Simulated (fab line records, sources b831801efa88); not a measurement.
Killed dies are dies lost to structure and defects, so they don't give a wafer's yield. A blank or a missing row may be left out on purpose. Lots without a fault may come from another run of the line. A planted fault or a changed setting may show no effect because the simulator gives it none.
fab line records | flow sky130
record lots=6 wafers=18 last_day=50
route steps=708 shown METAL1@454 VIA1@458 PAD_OPEN@708
lots that met no fault: from a run of the same line without faults
start_h: hours from the record's first day to the start of the lot's first wafer shown | wait_h: hours since the lot's step before | " the same as in the row above | L1.1+2: a row that stands for several wafers | - no value, or no start given | * or withheld: withheld | < > ~ a bound
route shown NAME@n: a module of which the file shows steps, and the number in the route of the first | usual: mean/standard deviation of fault-free wafers | same: alike in all rows | chamber/n: place in a boat | sites: the reading at each site | _std_site: their standard deviation | _edge_site: outer sites' mean less inner sites' | radius_mm: how far each site lies from the wafer's centre | mask NAME#n: copy n | behind: the tool/chamber that last shaped the wafer | hold: why the lot was held/for how many hours/how that ended | device: the transistor (n, p or np) that didn't switch | end of line: the same wafers' tests at the end of the route | a step without rows: its recipe alone | killed: dies lost to structure and defects at the first sort, not the wafer's yield | map: a wafer's dies, x killed, . not, _ none there
set.NAME: the setting as run; set.NAME@STEP: as run at that earlier step | model.NAME: the simulator's own value behind a step, which no gauge read
lots at some steps of the route; a table a step, a row a wafer
services: from which hour (start_h, from the record's first day; less than 0 if before it) a tool's chamber was out of use, for how many hours, and why
## steps
# step SKY_METAL1_STRIP_20
# recipe chemistry=O2/N2 power_w=1400 pressure_mtorr=1500 platen_temp_c=withheld o2_flow_sccm=3000 n2_flow_sccm=300 overash_fraction=0.5
# usual drypump_motor_current_A=5.6/0.39 oes_product_au=0.344/0.0062 strip_time_to_endpoint_s=2.72/0.079
# columns lot.wafer tool chamber start_h wait_h drypump_motor_current_A oes_product_au rf_hours_counter_h strip_time_to_endpoint_s
L991.1 plasma_asher-02 0 817.53 0.1 5.2 0.339 37 2.77
L991.3 " 0 " " 5.2 0.346 - 2.71
L991.4 " 1 " " 5.1 0.343 - 2.76
L992.1 plasma_asher-02 0 827.33 0.1 5.2 0.348 39 2.76
L992.2 " 1 " " 5.1 0.337 39 2.57
L992.4 " 1 " " 5.1 0.336 - 2.56
L996.1 plasma_asher-01 0 843.03 0.1 5.9 0.347 104 2.77
L996.2 " 1 " " 5.2 0.340 104 2.72
L996.4 " 1 " " 5.2 0.340 - 2.72
L104.3 plasma_asher-01 0 905.56 0.1 5.9 0.340 - 2.77
L104.4 " 1 " " 5.2 0.347 - 2.78
L104.5 " 1 " " 5.2 0.345 - 2.75
L105.2 plasma_asher-04 0 909.30 0.1 6.0 0.343 16 2.77
L105.4 " 1 " " 6.0 0.350 - 2.80
L105.5 " 0 " " 6.0 0.340 - 2.58
L108.3 plasma_asher-04 1 927.21 0.1 6.0 0.338 - 2.61
L108.4 " 0 " " 6.0 0.353 - 2.80
L108.6 " 0 " " 6.0 0.349 - 2.79
# step SKY_METAL1_STRIP_21
# recipe chemistry=post_etch_residue_remover time_s=1200 temp_c=72.5
# step SKY_METAL1_CLEAN_22
# recipe chemistry=IPA time_s=180 temp_c=25
# step SKY_METAL1_CLEAN_23
# recipe chemistry=O3/DIW dry=n2_spin
# step SKY_VIA1_HDPCVD_00
# recipe material=SiO2 target_thk_nm=1030 sigma_open_frac=0.3 time_s=171.7 temp_c=400 sih4_flow_sccm=60 pressure_mtorr=6
# step SKY_VIA1_THK_MEAS_01
# recipe reads=SiO2_of_VIA1_HDPCVD_00
# usual VIA1_HDPCVD_THK=1029/10
# columns lot.wafer tool chamber start_h wait_h VIA1_HDPCVD_THK[nm]
L991.1 film_metro-02 - 818.24 0.1 1040
L991.3 " - " " 1047
L991.4 " - " " 1041
L992.1 film_metro-03 - 828.04 0.1 1017
L992.2 " - " " 1042
L992.4 " - " " 1040
L996.1 film_metro-03 - 843.73 0.1 1036
L996.2 " - " " 1033
L996.4 " - " " 1035
L104.3 film_metro-03 - 906.60 0.1 1017
L104.4 " - " " 1015
L104.5 " - " " 1022
L105.2 film_metro-02 - 910.03 0.1 1026
L105.4 " - " " 1020
L105.5 " - " " 1012
L108.3 film_metro-03 - 927.91 0.1 1042
L108.4 " - " " 1021
L108.6 " - " " 1033
# step SKY_VIA1_CMP_02
# recipe material=SiO2 down_force_psi=4 platen_rpm=60 pad_velocity_m_s=0.94248
# usual motor_current_A=11.7/1.5
# columns lot.wafer tool chamber start_h wait_h motor_current_A
L991.1 cmp-02 3 818.30 0.1 10.3
L991.3 " 0 " " 10.6
L991.4 " 2 " " 14.0
L992.1 cmp-01 0 828.10 0.1 9.9
L992.2 " 1 " " 11.0
L992.4 " 3 " " 11.2
L996.4 cmp-02 1 843.84 0.1 13.5
L996.1 " 2 " " 13.4
L996.2 " 3 " " 10.7
L104.4 cmp-02 1 906.69 0.1 13.1
L104.3 " 2 " " 13.8
L104.5 " 0 " " 10.4
L105.2 cmp-02 2 910.08 0.0 14.0
L105.4 " 1 " " 13.3
L105.5 " 3 " " 10.3
L108.4 cmp-02 2 927.95 0.0 14.2
L108.3 " 3 " " 10.9
L108.6 " 3 " " 10.3
# step SKY_VIA1_BOW_MEAS_03
# recipe mode=bow
# usual VIA1_BOW=81/6.8
# columns lot.wafer tool chamber start_h wait_h VIA1_BOW[um]
L991.1 film_metro-02 - 818.60 0.2 86
L991.3 " - " " 86
L991.4 " - " " 85
L992.1 film_metro-02 - 828.40 0.2 83
L992.2 " - " " 86
L992.4 " - " " 73
L996.1 film_metro-03 - 844.09 0.1 76
L996.2 " - " " 68
L996.4 " - " " 80
L104.3 film_metro-03 - 906.98 0.2 86
L104.4 " - " " 89
L104.5 " - " " 84
L105.2 film_metro-03 - 910.40 0.3 75
L105.4 " - " " 76
L105.5 " - " " 82
L108.3 film_metro-02 - 928.29 0.2 79
L108.4 " - " " 80
L108.6 " - " " 82
# step SKY_VIA1_DEHYDRATE_04
# recipe temp_c=200 time_s=60
# step SKY_VIA1_HMDS_05
# recipe prime_time_s=60 prime_temp_c=120
# step SKY_VIA1_COAT_06
# recipe resist=BARC temp_c=withheld time_s=withheld spin_rpm=3000 resist_thk_nm=60
# step SKY_VIA1_COAT_07
# recipe resist=KrF-thick spin_rpm=3000 resist_thk_nm=450
# step SKY_VIA1_SOFTBAKE_08
# recipe temp_c=100 time_s=90 resist=KrF-thick
# usual heater_power_total_W=57.35/0.11 run_length_s=119.15/0.22
# columns lot.wafer tool chamber start_h wait_h heater_power_total_W run_length_s
L991.1 litho_track-04 0 831 - 57.42 118.91
L991.3 " 0 " " 57.43 119.07
L991.4 " 0 " " 57.60 118.79
L992.1 litho_track-03 0 841 - 57.43 119.39
L992.2 " 0 " " 57.28 119.32
L992.4 " 0 " " 62.83 96.84
L996.1 litho_track-03 0 856 - 57.38 119.19
L996.2 " 0 " " 57.19 119.61
L996.4 " 0 " " 63.01 96.96
L104.3 litho_track-01 0 919 - 57.43 119.25
L104.4 " 0 " " 57.33 119.13
L104.5 " 0 " " 57.38 119.36
L105.2 litho_track-04 0 923 - 57.55 119.06
L105.4 " 0 " " 57.27 118.91
L105.5 " 0 " " 57.35 118.77
L108.3 litho_track-03 0 940 - 57.37 119.34
L108.4 " 0 " " 57.27 119.17
L108.6 " 0 " " 57.55 119.23
# step SKY_VIA1_EXPOSE_09
# recipe mask_id=VIM na=0.8 source_shape=annular sigma_inner=0.55 sigma_outer=0.85 target_cd_nm=150 dose_mj=38
# step SKY_PAD_OPEN_PROBE_99
# usual defect_limited_yield=82.7/2 killed_at_M0_to_M3=43/7.4 killed_at_M4_up=3.5/2.1 killed_at_contacts=24/5.4 killed_at_front_end=15/4.7 killed_at_other=0.2/0.44 killed_dies=85/10 killed_open=47/7.1 killed_short=38/7 sort_bin_3_pad_short=0.9/0.41 sort_bin_5_function=10.4/1.6 sort_bin_6_memory=6.1/1.1 sort_n_pass=407/10 sort_yield_pct=82.7/2
# same gross_dies=492 killed_at_back_side=0 sort_bin_4_leakage[%]=0 sort_bin_8_speed[%]=0
# columns lot.wafer tool chamber start_h wait_h defect_limited_yield[%] killed_at_M0_to_M3 killed_at_M4_up killed_at_contacts killed_at_front_end killed_at_other killed_dies killed_open killed_short sort_bin_3_pad_short[%] sort_bin_5_function[%] sort_bin_6_memory[%] sort_n_pass sort_yield_pct[%]
L991.1 prober-01 - 1118.60 0.1 84.3 35 4 20 18 0 77 41 36 0.2 8.7 6.7 415 84.3
L991.3 prober-01 - 1118.70 0.2 79.7 55 7 19 19 0 100 49 51 1.2 12.2 6.9 392 79.7
L991.4 prober-01 - 1118.75 0.2 84.8 32 2 26 15 0 75 45 30 1.0 8.7 5.5 417 84.8
L992.1 prober-02 - 1127.38 0.1 85.4 39 6 15 12 0 72 40 32 0.6 7.3 6.7 420 85.4
L992.2 prober-02 - 1127.43 0.1 83.1 38 2 25 18 0 83 41 42 0.6 9.8 6.5 409 83.1
L992.4 prober-02 - 1127.53 0.2 83.5 44 4 20 13 0 81 41 40 1.0 9.8 5.7 411 83.5
L996.1 prober-01 - 1140.45 0.1 81.3 42 6 28 16 0 92 49 43 0.2 13.2 5.3 400 81.3
L996.2 prober-01 - 1140.50 0.1 82.9 33 5 25 21 0 84 51 33 0.4 8.9 7.7 408 82.9
L996.4 prober-01 - 1140.60 0.2 84.1 34 3 32 9 0 78 41 37 0.6 7.7 7.5 414 84.1
L104.3 prober-01 - 1181.41 0.2 81.1 37 4 32 19 1 93 48 45 1.2 11.0 6.7 399 81.1
L104.4 prober-01 - 1181.46 0.2 83.1 34 2 28 18 1 83 49 34 0.8 10.2 5.9 409 83.1
L104.5 prober-01 - 1181.51 0.2 83.1 41 5 13 24 0 83 43 40 0.8 10.2 5.9 409 83.1
L105.2 prober-02 - 1182.58 0.1 83.7 43 3 18 16 0 80 47 33 1.2 10.6 4.5 412 83.7
L105.4 prober-02 - 1182.68 0.2 82.3 38 3 32 14 0 87 45 42 1.6 8.7 7.3 405 82.3
L105.5 prober-02 - 1182.73 0.2 84.1 32 2 29 15 0 78 45 33 1.0 9.3 5.5 414 84.1
L108.3 prober-01 - 1194.87 0.2 78.5 45 0 42 19 0 106 61 45 0.4 12.6 8.5 386 78.5
L108.4 prober-01 - 1194.92 0.2 81.9 40 3 27 19 0 89 57 32 0.8 10.6 6.7 403 81.9
L108.6 prober-01 - 1195.02 0.2 82.7 43 4 24 14 0 85 42 43 0.6 10.8 5.9 407 82.7
# killed by level:class
L991.1 VIA1:geometric_particle:open=7 VIA2:geometric_particle:open=7 POLY_GATE:geometric_particle:short=6 FIELD_ISO:geometric_particle:open=5 LOCAL_INTERCONNECT:geometric_particle:short=5 CONTACT:geometric_particle:short=5 POLY_GATE:geometric_particle:open=4 LI_CONTACT:geometric_particle:open=4
L991.3 VIA1:geometric_particle:open=13 METAL1:geometric_particle:short=9 CONTACT:geometric_particle:open=7 METAL2:geometric_particle:short=7 VIA2:geometric_particle:open=7 POLY_GATE:geometric_particle:open=6 METAL4:geometric_particle:short=6 CONTACT:geometric_particle:short=5
L991.4 CONTACT:geometric_particle:open=13 VIA2:geometric_particle:open=7 POLY_GATE:geometric_particle:open=6 CONTACT:geometric_particle:short=6 VIA1:geometric_particle:open=5 POLY_GATE:geometric_particle:short=4 LI_CONTACT:geometric_particle:open=4 FIELD_ISO:geometric_particle:short=3
L992.1 METAL1:geometric_particle:short=10 VIA1:geometric_particle:open=9 VIA3:geometric_particle:open=8 CONTACT:geometric_particle:open=6 CONTACT:geometric_particle:short=5 POLY_GATE:geometric_particle:short=4 METAL4:geometric_particle:short=4 POLY_GATE:geometric_particle:open=3
L992.2 VIA1:geometric_particle:open=9 POLY_GATE:geometric_particle:open=7 LI_CONTACT:geometric_particle:open=7 LOCAL_INTERCONNECT:geometric_particle:short=7 METAL2:geometric_particle:short=6 CONTACT:geometric_particle:short=5 FIELD_ISO:geometric_particle:short=4 CONTACT:geometric_particle:open=4
L992.4 VIA1:geometric_particle:open=10 CONTACT:geometric_particle:open=8 METAL1:geometric_particle:short=5 VIA2:geometric_particle:open=5 VIA3:geometric_particle:open=5 FIELD_ISO:geometric_particle:short=4 LI_CONTACT:geometric_particle:open=4 CONTACT:geometric_particle:short=4
L996.1 CONTACT:geometric_particle:short=10 VIA1:geometric_particle:open=8 VIA2:geometric_particle:open=8 VIA3:geometric_particle:open=8 LI_CONTACT:geometric_particle:open=7 CONTACT:geometric_particle:open=5 POLY_GATE:geometric_particle:short=4 LOCAL_INTERCONNECT:geometric_particle:short=4
L996.2 CONTACT:geometric_particle:open=12 VIA1:geometric_particle:open=6 VIA3:geometric_particle:open=6 POLY_GATE:geometric_particle:open=5 CONTACT:geometric_particle:short=5 FIELD_ISO:geometric_particle:open=4 POLY_GATE:geometric_particle:short=4 METAL1:geometric_particle:short=4
L996.4 CONTACT:geometric_particle:open=9 LI_CONTACT:geometric_particle:short=8 LOCAL_INTERCONNECT:geometric_particle:short=7 VIA1:geometric_particle:open=7 VIA3:geometric_particle:open=7 VIA2:geometric_particle:open=5 POLY_GATE:geometric_particle:open=4 LI_CONTACT:geometric_particle:open=4
L104.3 CONTACT:geometric_particle:open=10 VIA3:geometric_particle:open=9 LI_CONTACT:geometric_particle:open=7 CONTACT:geometric_particle:short=7 FIELD_ISO:geometric_particle:open=5 POLY_GATE:geometric_particle:short=5 LOCAL_INTERCONNECT:geometric_particle:short=5 METAL2:geometric_particle:short=5
L104.4 CONTACT:geometric_particle:open=11 METAL1:geometric_particle:short=8 FIELD_ISO:geometric_particle:open=7 VIA2:geometric_particle:open=6 VIA1:geometric_particle:open=6 POLY_GATE:geometric_particle:open=5 LOCAL_INTERCONNECT:geometric_particle:short=5 LI_CONTACT:geometric_particle:open=5
L104.5 FIELD_ISO:geometric_particle:short=12 VIA1:geometric_particle:open=11 CONTACT:geometric_particle:open=6 VIA2:geometric_particle:open=6 METAL1:geometric_particle:short=5 VIA3:geometric_particle:open=5 METAL4:geometric_particle:short=5 SPACER:geometric_particle:open=4
L105.2 VIA1:geometric_particle:open=9 VIA3:geometric_particle:open=9 LI_CONTACT:geometric_particle:open=8 METAL1:geometric_particle:short=6 POLY_GATE:geometric_particle:short=5 METAL2:geometric_particle:short=5 FIELD_ISO:geometric_particle:open=4 VIA1:geometric_particle:short=3
L105.4 CONTACT:geometric_particle:short=11 CONTACT:geometric_particle:open=11 VIA1:geometric_particle:open=8 VIA3:geometric_particle:open=7 LI_CONTACT:geometric_particle:open=6 FIELD_ISO:geometric_particle:short=5 VIA2:geometric_particle:open=5 FIELD_ISO:geometric_particle:open=4
L105.5 LI_CONTACT:geometric_particle:open=10 CONTACT:geometric_particle:open=7 VIA1:geometric_particle:open=7 LOCAL_INTERCONNECT:geometric_particle:short=5 VIA1:geometric_particle:short=5 VIA3:geometric_particle:open=5 FIELD_ISO:geometric_particle:short=4 FIELD_ISO:geometric_particle:open=4
L108.3 VIA1:geometric_particle:open=12 CONTACT:geometric_particle:open=11 LOCAL_INTERCONNECT:geometric_particle:short=10 VIA2:geometric_particle:open=10 LI_CONTACT:geometric_particle:open=8 LI_CONTACT:geometric_particle:short=8 FIELD_ISO:geometric_particle:short=7 POLY_GATE:geometric_particle:short=6
L108.4 VIA1:geometric_particle:open=13 CONTACT:geometric_particle:open=10 LI_CONTACT:geometric_particle:open=9 VIA3:geometric_particle:open=7 VIA2:geometric_particle:open=6 FIELD_ISO:geometric_particle:short=5 METAL2:geometric_particle:short=5 POLY_GATE:geometric_particle:open=4
L108.6 VIA1:geometric_particle:open=10 CONTACT:geometric_particle:open=8 VIA3:geometric_particle:open=7 LI_CONTACT:geometric_particle:open=6 METAL2:geometric_particle:short=6 CONTACT:geometric_particle:short=5 VIA3:geometric_particle:short=5 FIELD_ISO:geometric_particle:short=4
## services
# columns tool chamber start_h hours kind
cmp-02 - 801.82 0.2 repair
plasma_asher-01 - 807.18 2.8 pm
plasma_asher-04 - 814.16 3.2 repair
plasma_asher-04 - 839.51 3.7 repair
cmp-01 - 866.36 1.7 repair
cmp-01 - 897.54 3.4 pm
cmp-01 - 912.53 4.0 pm
cmp-01 - 916.53 - consumable_replace:conditioner
cmp-01 - 916.53 - consumable_replace:pad
cmp-01 - 924.53 1.1 repair
cmp-02 - 933.82 3.4 repair
## key
first_sign step=SKY_VIA1_SOFTBAKE_08 reading=run_length_s direction=down sigmas=99+ usual=* struck=*
effect step=SKY_VIA1_SOFTBAKE_08 reading=heater_power_total_W direction=up sigmas=50 usual=* struck=*
met_at SKY_VIA1_SOFTBAKE_08
struck_wafers L992.4,L996.4
fault kind=process_parameter_drift tool=litho_track-03 chamber=- onset_h=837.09 steps=SKY_VIA1_SOFTBAKE_08 channel=time_s offset=* shape=step end_h=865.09 scope=struck_wafers_only acts_in=* stated=*
